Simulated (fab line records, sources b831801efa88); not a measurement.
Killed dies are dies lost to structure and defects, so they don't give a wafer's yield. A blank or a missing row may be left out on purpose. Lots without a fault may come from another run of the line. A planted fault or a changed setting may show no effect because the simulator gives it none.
Tool commonality check | flow gf180mcu | 14 lots, 42 wafers sampled

WHY IT WAS OPENED
At GF_V5_RS_MEAS_24 the reading V5_W_RS is flagged on 2 of 14 lots. Wafers without a fault read 0.325 ohm/sq, standard deviation 0.0038.
Rule: a lot is flagged when every wafer of it that has a number lies more than 4 standard deviations from that mean, or none has a number. The other lots count as sound.

lot  | measured     | on            | V5_W_RS (ohm/sq), wafer by wafer | flag
L521 | day 27 07:23 | film_metro-02 | 0.329 0.321 0.322                |
L523 | day 27 23:03 | film_metro-03 | 0.323 0.330 0.323                |
L525 | day 29 01:03 | film_metro-02 | 0.320 0.322 0.322                |
L526 | day 29 07:31 | film_metro-02 | 0.325 0.325 0.327                |
L527 | day 29 12:55 | film_metro-02 | 44.020 43.244 43.704             | FLAGGED
L528 | day 29 18:58 | film_metro-02 | 43.321 43.315 43.536             | FLAGGED
L534 | day 31 14:34 | film_metro-02 | 0.329 0.332 0.328                |
L536 | day 32 01:32 | film_metro-03 | 0.326 0.322 0.323                |
L537 | day 32 10:14 | film_metro-03 | 0.325 0.324 0.326                |
L538 | day 32 13:58 | film_metro-04 | 0.328 0.332 0.329                |
L539 | day 32 15:31 | film_metro-02 | 0.324 0.327 0.324                |
L540 | day 32 21:03 | film_metro-02 | 0.320 0.321 0.323                |
L541 | day 33 01:16 | film_metro-03 | 0.321 0.320 0.321                |
L543 | day 33 12:30 | film_metro-04 | 0.327 0.325 0.325                |
The numbers of the flagged lots are 43.523 ohm/sq on average: +43.198 ohm/sq against the usual, or +99 or more standard deviations.

WHICH TOOL RAN EACH LOT
The record holds 2 process steps before the reading, out of a route of 602 steps. In each cell: the tool, then ch and the chambers that the sampled wafers went through, then the start.
lot  | flag    | GF_M5_METAL_ETCH_10               | GF_V5_CVD_23
L521 |         | rie_metal-03 ch 0,1, day 26 08:47 | cvd_w-02 ch 0,1, day 27 07:15
L523 |         | rie_metal-01 ch 0, day 27 01:25   | cvd_w-02 ch 0,1, day 27 22:56
L525 |         | rie_metal-01 ch 1, day 28 02:41   | cvd_w-01 ch 0,1, day 29 00:56
L526 |         | rie_metal-01 ch 1, day 28 08:56   | cvd_w-02 ch 0,1, day 29 07:23
L527 | FLAGGED | rie_metal-03 ch 1, day 28 15:49   | cvd_w-02 ch 0, day 29 12:47
L528 | FLAGGED | rie_metal-01 ch 0,1, day 28 22:07 | cvd_w-01 ch 0,1, day 29 18:50
L534 |         | rie_metal-01 ch 0,1, day 30 18:41 | cvd_w-01 ch 0,1, day 31 14:26
L536 |         | rie_metal-04 ch 0, day 31 05:47   | cvd_w-02 ch 0,1, day 32 01:26
L537 |         | rie_metal-04 ch 0,1, day 31 14:54 | cvd_w-02 ch 0,1, day 32 10:07
L538 |         | rie_metal-01 ch 0,1, day 31 18:56 | cvd_w-01 ch 0,1, day 32 13:51
L539 |         | rie_metal-01 ch 0,1, day 31 20:40 | cvd_w-02 ch 0,1, day 32 15:25
L540 |         | rie_metal-01 ch 0,1, day 32 02:11 | cvd_w-02 ch 0,1, day 32 20:56
L541 |         | rie_metal-03 ch 0,1, day 32 06:23 | cvd_w-02 ch 0,1, day 33 01:08
L543 |         | rie_metal-03 ch 0,1, day 32 18:04 | cvd_w-01 ch 0,1, day 33 12:23
What these steps do:
- GF_M5_METAL_ETCH_10: etches the open film in Cl2/BCl3, stops on SiO2, target depth 627.5 nm, time 104.6 s.
- GF_V5_CVD_23: deposits W, target thk 350 nm, time 104.9 s.
- GF_V5_RS_MEAS_24: measures by four-point-probe.

FLAGGED OVER TOTAL, TOOL BY TOOL (the gauges that took the reading come last)
step                | tool          | lots run | flagged | share of the flagged lots | sound lots run after its first flagged lot
GF_M5_METAL_ETCH_10 | rie_metal-01  | 8        | 1       | some                      | 4 (L534,L538,L539,L540)
GF_M5_METAL_ETCH_10 | rie_metal-03  | 4        | 1       | some                      | 2 (L541,L543)
GF_M5_METAL_ETCH_10 | rie_metal-04  | 2        | 0       | none                      | -
GF_V5_CVD_23        | cvd_w-01      | 5        | 1       | some                      | 3 (L534,L538,L543)
GF_V5_CVD_23        | cvd_w-02      | 9        | 1       | some                      | 5 (L536,L537,L539,L540,L541)
GF_V5_RS_MEAS_24    | film_metro-02 | 8        | 2       | all                       | 3 (L534,L539,L540)
GF_V5_RS_MEAS_24    | film_metro-03 | 4        | 0       | none                      | -
GF_V5_RS_MEAS_24    | film_metro-04 | 2        | 0       | none                      | -

WHAT THE TABLE ALLOWS
1 row of the table ran every flagged lot: film_metro-02 at GF_V5_RS_MEAS_24.
- film_metro-02 at GF_V5_RS_MEAS_24: 2 of its 8 lots flagged. Sound lots ran on it after the first flagged one (L534, L539, L540), which a lasting fault on the whole tool wouldn't allow.
No row of the table ran every flagged lot and no sound lot after the first.

WHAT THE SIMULATOR HAD PUT IN
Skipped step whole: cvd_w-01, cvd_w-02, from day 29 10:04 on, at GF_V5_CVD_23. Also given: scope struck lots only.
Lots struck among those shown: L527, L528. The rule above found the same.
